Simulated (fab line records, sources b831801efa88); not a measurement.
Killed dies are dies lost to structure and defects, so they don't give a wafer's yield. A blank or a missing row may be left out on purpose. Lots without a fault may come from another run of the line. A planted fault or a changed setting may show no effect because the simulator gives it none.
fab line records | flow sky130
record lots=7 wafers=21 last_day=50
route steps=708 shown VT_ADJUST_LVTN@104
lots that met no fault: from a run of the same line without faults
start_h: hours from the record's first day to the start of the lot's first wafer shown | wait_h: hours since the lot's step before | " the same as in the row above | L1.1+2: a row that stands for several wafers | - no value, or no start given | * or withheld: withheld | < > ~ a bound
route shown NAME@n: a module of which the file shows steps, and the number in the route of the first | usual: mean/standard deviation of fault-free wafers | same: alike in all rows | chamber/n: place in a boat | sites: the reading at each site | _std_site: their standard deviation | _edge_site: outer sites' mean less inner sites' | radius_mm: how far each site lies from the wafer's centre | mask NAME#n: copy n | behind: the tool/chamber that last shaped the wafer | hold: why the lot was held/for how many hours/how that ended | device: the transistor (n, p or np) that didn't switch | end of line: the same wafers' tests at the end of the route | a step without rows: its recipe alone | killed: dies lost to structure and defects at the first sort, not the wafer's yield | map: a wafer's dies, x killed, . not, _ none there
set.NAME: the setting as run; set.NAME@STEP: as run at that earlier step | model.NAME: the simulator's own value behind a step, which no gauge read
lots at some steps of the route; a table a step, a row a wafer
services: from which hour (start_h, from the record's first day; less than 0 if before it) a tool's chamber was out of use, for how many hours, and why
## steps
# step SKY_VT_ADJUST_LVTN_OVL_MEAS_07
# usual VT_ADJUST_LVTN_OVL=-0.1/1.4
# columns lot.wafer tool chamber start_h wait_h VT_ADJUST_LVTN_OVL[nm]
L809.2 overlay-02 - 173.16 - 1.2
L809.4 " - " " -0.9
L809.6 " - " " 0.5
L810.3 overlay-02 - 177.96 - 0.8
L810.4 " - " " -0.7
L810.5 " - " " 0.3
L811.2 overlay-02 - 180.57 - -1.4
L811.4 " - " " -2.5
L811.6 " - " " -1.4
L812.1 overlay-01 - 187.75 - -2.4
L812.3 " - " " -0.9
L812.4 " - " " -1.6
L818.1 overlay-01 - 226.53 - 0.0
L818.3 " - " " -1.0
L818.6 " - " " -1.7
L822.1 overlay-02 - 273.14 - -2.4
L822.2 " - " " -1.6
L822.4 " - " " -1.4
L825.1 overlay-02 - 285.69 - 1.7
L825.3 " - " " 1.6
L825.4 " - " " 1.5
# step SKY_VT_ADJUST_LVTN_IMPLANT_08
# recipe species=B energy_kev=30 dose_cm2=1.57e+12 tilt_deg=withheld
# step SKY_VT_ADJUST_LVTN_STRIP_09
# recipe chemistry=O2/N2 power_w=1400 pressure_mtorr=1500 platen_temp_c=withheld o2_flow_sccm=3000 n2_flow_sccm=300 overash_fraction=0.5
# usual drypump_motor_current_A=5.5/0.3 oes_product_au=0.722/0.0046 strip_time_to_endpoint_s=36.89/0.093
# columns lot.wafer tool chamber start_h wait_h drypump_motor_current_A oes_product_au rf_hours_counter_h strip_time_to_endpoint_s
L809.2 plasma_asher-04 0 173.34 0.1 5.4 0.725 37 37.03
L809.4 " 1 " " 5.3 0.728 - 36.82
L809.6 " 1 " " 5.3 0.722 - 36.87
L810.3 plasma_asher-02 1 178.17 0.1 6.0 0.728 - 36.91
L810.4 " 0 " " 5.8 0.726 - 36.86
L810.5 " 1 " " 5.9 0.718 - 36.88
L811.2 plasma_asher-03 1 180.75 0.1 5.3 0.720 47 37.01
L811.4 " 1 " " 5.3 0.722 - 36.96
L811.6 " 1 " " 5.3 0.724 - 37.08
L812.1 plasma_asher-03 1 187.94 0.1 5.3 0.719 48 36.92
L812.3 " 0 " " 6.0 0.717 - 36.84
L812.4 " 1 " " 5.3 0.723 - 36.83
L818.1 plasma_asher-03 0 226.71 0.1 6.0 0.724 52 36.91
L818.3 " 0 " " 6.0 0.721 - 36.76
L818.6 " 0 " " 6.0 0.727 - 36.75
L822.1 plasma_asher-04 0 273.33 0.1 5.4 0.718 47 37.01
L822.2 " 1 " " 5.3 0.715 47 37.00
L822.4 " 1 " " 5.3 0.717 - 36.86
L825.1 plasma_asher-03 1 285.88 0.1 5.3 0.719 57 36.71
L825.3 " 1 " " 5.3 0.723 - 36.77
L825.4 " 0 " " 6.1 0.719 - 36.92
# step SKY_VT_ADJUST_LVTN_TW_MEAS_10
# usual VT_ADJUST_LVTN_TW=241.5/1.5
# columns lot.wafer tool chamber start_h wait_h VT_ADJUST_LVTN_TW
L809.2 film_metro-01 - 173.45 0.1 239.6
L809.4 " - " " 239.9
L809.6 " - " " 239.2
L810.3 film_metro-01 - 178.26 0.1 240.3
L810.4 " - " " 239.7
L810.5 " - " " 240.8
L811.2 film_metro-01 - 180.86 0.1 240.4
L811.4 " - " " 240.6
L811.6 " - " " 241.0
L812.1 film_metro-01 - 188.04 0.1 239.3
L812.3 " - " " 238.3
L812.4 " - " " 240.4
L818.1 film_metro-01 - 226.81 0.1 240.2
L818.3 " - " " 240.6
L818.6 " - " " 240.4
L822.1 film_metro-04 - 273.43 0.1 242.6
L822.2 " - " " 242.8
L822.4 " - " " 240.9
L825.1 film_metro-02 - 285.98 0.1 241.8
L825.3 " - " " 241.1
L825.4 " - " " 242.1
# step SKY_VT_ADJUST_LVTN_DEHYDRATE_11
# recipe temp_c=200 time_s=60
# step SKY_VT_ADJUST_LVTN_HMDS_12
# recipe prime_time_s=60 prime_temp_c=120
# step SKY_VT_ADJUST_LVTN_COAT_13
# recipe resist=NOVOLAK spin_rpm=3000 resist_thk_nm=1140
# step SKY_VT_ADJUST_LVTN_SOFTBAKE_14
# recipe temp_c=90 time_s=60 resist=NOVOLAK
# step SKY_VT_ADJUST_LVTN_EXPOSE_15
# recipe mask_id=HVN_STD_DERIVED na=0.6 source_shape=conventional sigma_outer=0.6 polarization=unpolarized target_cd_nm=600 dose_mj=163
# step SKY_VT_ADJUST_LVTN_PEB_16
# recipe temp_c=withheld time_s=* resist=NOVOLAK
# step SKY_VT_ADJUST_LVTN_DEVELOP_17
# recipe resist=NOVOLAK developer=TMAH develop_time_s=60 dev_temp_c=23
# step SKY_VT_ADJUST_LVTN_OVL_MEAS_18
# usual VT_ADJUST_LVTN_01_OVL=-0.5/1.5
# columns lot.wafer tool chamber start_h wait_h VT_ADJUST_LVTN_01_OVL[nm]
L809.2 overlay-02 - 193.76 0.1 1.8
L809.4 " - " " -0.6
L809.6 " - " " -0.2
L810.3 overlay-01 - 198.43 0.1 2.1
L810.4 " - " " 1.3
L810.5 " - " " 1.1
L811.2 overlay-01 - 201.96 0.1 -1.4
L811.4 " - " " -0.8
L811.6 " - " " -1.2
L812.1 overlay-02 - 208.29 0.1 -0.2
L812.3 " - " " -0.1
L812.4 " - " " 0.4
L818.1 overlay-02 - 249.69 0.1 0.7
L818.3 " - " " 1.5
L818.6 " - " " 1.6
L822.1 overlay-02 - 298.57 0.1 -4.2
L822.2 " - " " -1.4
L822.4 " - " " -2.1
L825.1 overlay-02 - 311.25 0.1 -2.0
L825.3 " - " " -0.5
L825.4 " - " " -2.3
# step SKY_VT_ADJUST_LVTN_IMPLANT_19
# recipe species=B energy_kev=30 dose_cm2=6.5e+11 tilt_deg=withheld
# usual beam_energy_keV=30.003/0.01 beam_on_s=10.02/0.18 implant_ion_amu=11/0
# columns lot.wafer tool chamber start_h wait_h beam_energy_keV beam_on_s implant_ion_amu
L809.2 implanter-02 - 193.81 0.0 - - -
L809.4 " - " " - - -
L809.6 " - " " - - -
L810.3 implanter-02 - 198.50 0.1 - - -
L810.4 " - " " - - -
L810.5 " - " " - - -
L811.2 implanter-02 - 202.01 0.0 - - -
L811.4 " - " " - - -
L811.6 " - " " - - -
L812.1 implanter-04 0 208.33 0.0 30.010 10.34 11
L812.3 " 0 " " 29.999 9.93 11
L812.4 " 0 " " 30.011 10.07 11
L818.1 implanter-02 0 249.73 0.0 30.000 10.23 11
L818.3 " 0 " " 30.007 10.10 11
L818.6 " 0 " " 30.012 10.13 11
L822.1 implanter-04 0 298.60 0.0 30.002 10.02 11
L822.2 " 0 " " 29.992 9.58 11
L822.4 " 0 " " 30.007 10.02 11
L825.1 implanter-04 0 311.29 0.0 30.014 9.82 11
L825.3 " 0 " " 30.005 10.02 11
L825.4 " 0 " " 30.015 9.96 11
# step SKY_VT_ADJUST_LVTN_STRIP_20
# recipe chemistry=O2/N2 power_w=1400 pressure_mtorr=1500 platen_temp_c=withheld o2_flow_sccm=3000 n2_flow_sccm=300 overash_fraction=0.5
# usual drypump_motor_current_A=5.6/0.3 oes_product_au=0.716/0.0047 strip_time_to_endpoint_s=14.18/0.042
# columns lot.wafer tool chamber start_h wait_h drypump_motor_current_A oes_product_au rf_hours_counter_h strip_time_to_endpoint_s
L809.2 plasma_asher-04 0 193.94 0.1 5.3 0.716 39 14.19
L809.4 " 0 " " 5.3 0.709 - 14.16
L809.6 " 0 " " 5.4 0.715 - 14.17
L810.3 plasma_asher-03 0 198.64 0.1 6.0 0.711 - 14.18
L810.4 " 1 " " 5.3 0.717 - 14.14
L810.5 " 1 " " 5.3 0.720 - 14.15
L811.2 plasma_asher-04 0 202.14 0.1 5.4 0.723 40 14.19
L811.4 " 1 " " 5.3 0.728 - 14.18
L811.6 " 0 " " 5.4 0.721 - 14.15
L812.1 plasma_asher-04 1 208.48 0.1 5.3 0.714 41 14.19
L812.3 " 0 " " 5.3 0.719 - 14.21
L812.4 " 1 " " 5.3 0.722 - 14.23
L818.1 plasma_asher-02 0 249.88 0.1 5.8 0.708 13 14.18
L818.3 " 0 " " 5.8 0.712 - 14.13
L818.6 " 0 " " 5.8 0.714 - 14.12
L822.1 plasma_asher-02 1 298.75 0.1 5.9 0.720 18 14.12
L822.2 " 0 " " 5.8 0.716 18 14.12
L822.4 " 0 " " 5.8 0.709 - 14.19
L825.1 plasma_asher-02 0 311.44 0.1 5.8 0.720 19 14.21
L825.3 " 0 " " 5.8 0.723 - 14.17
L825.4 " 1 " " 6.0 0.713 - 14.14
# step SKY_VT_ADJUST_LVTN_TW_MEAS_21
# usual VT_ADJUST_LVTN_2_TW=188.4/0.98
# columns lot.wafer tool chamber start_h wait_h VT_ADJUST_LVTN_2_TW
L809.2 film_metro-01 - 194.05 0.1 30.1
L809.4 " - " " 30.0
L809.6 " - " " 29.9
L810.3 film_metro-04 - 198.72 0.1 30.0
L810.4 " - " " 30.0
L810.5 " - " " 30.1
L811.2 film_metro-04 - 202.25 0.1 30.2
L811.4 " - " " 30.1
L811.6 " - " " 30.1
L812.1 film_metro-04 - 208.58 0.1 189.7
L812.3 " - " " 189.1
L812.4 " - " " 188.5
L818.1 film_metro-01 - 249.98 0.1 187.6
L818.3 " - " " 187.7
L818.6 " - " " 186.3
L822.1 film_metro-04 - 298.85 0.1 189.6
L822.2 " - " " 190.2
L822.4 " - " " 190.4
L825.1 film_metro-04 - 311.54 0.1 189.8
L825.3 " - " " 189.9
L825.4 " - " " 189.8
## services
# columns tool chamber start_h hours kind
implanter-04 - 171.39 3.1 pm
plasma_asher-04 - 197.53 2.8 pm
plasma_asher-03 - 210.66 1.0 repair
implanter-02 - 217.64 3.0 repair
implanter-02 - 227.27 2.7 pm
implanter-04 - 232.38 6.7 repair
plasma_asher-03 - 236.07 2.6 repair
## key
first_sign step=SKY_VT_ADJUST_LVTN_IMPLANT_19 reading=tool_record direction=missing
effect step=SKY_VT_ADJUST_LVTN_TW_MEAS_21 reading=VT_ADJUST_LVTN_2_TW direction=down sigmas=99+ usual=188.4 struck=30.1
met_at SKY_VT_ADJUST_LVTN_IMPLANT_19
struck_wafers L809.2,L809.4,L809.6,L810.3,L810.4,L810.5,L811.2,L811.4,L811.6
later_rows_left_out L809.2,L809.4,L809.6,L810.3,L810.4,L810.5,L811.2,L811.4,L811.6
sort_left_out L809.2,L809.4,L809.6,L810.3,L810.4,L810.5,L811.2,L811.4,L811.6
tester_left_out L809,L810,L811
fault kind=skipped_step_whole tool=implanter-02 chamber=- onset_h=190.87 steps=SKY_VT_ADJUST_LVTN_IMPLANT_19 scope=struck_lots_only
# tester_left_out: of these lots the tester's yield and bins aren't shown, on N5 and GAA mostly nor the transistor test; their killed dies are dies lost to structure and defects alone, not to doping, threshold or leakage, so they don't give the yield
# sort_left_out: the simulated sort isn't trusted on such a fault, so these wafers' sort isn't shown, and their yield isn't known
# later_rows_left_out: the simulator's readings of these wafers behind a module that went badly wrong aren't trusted and aren't shown, but for the sort
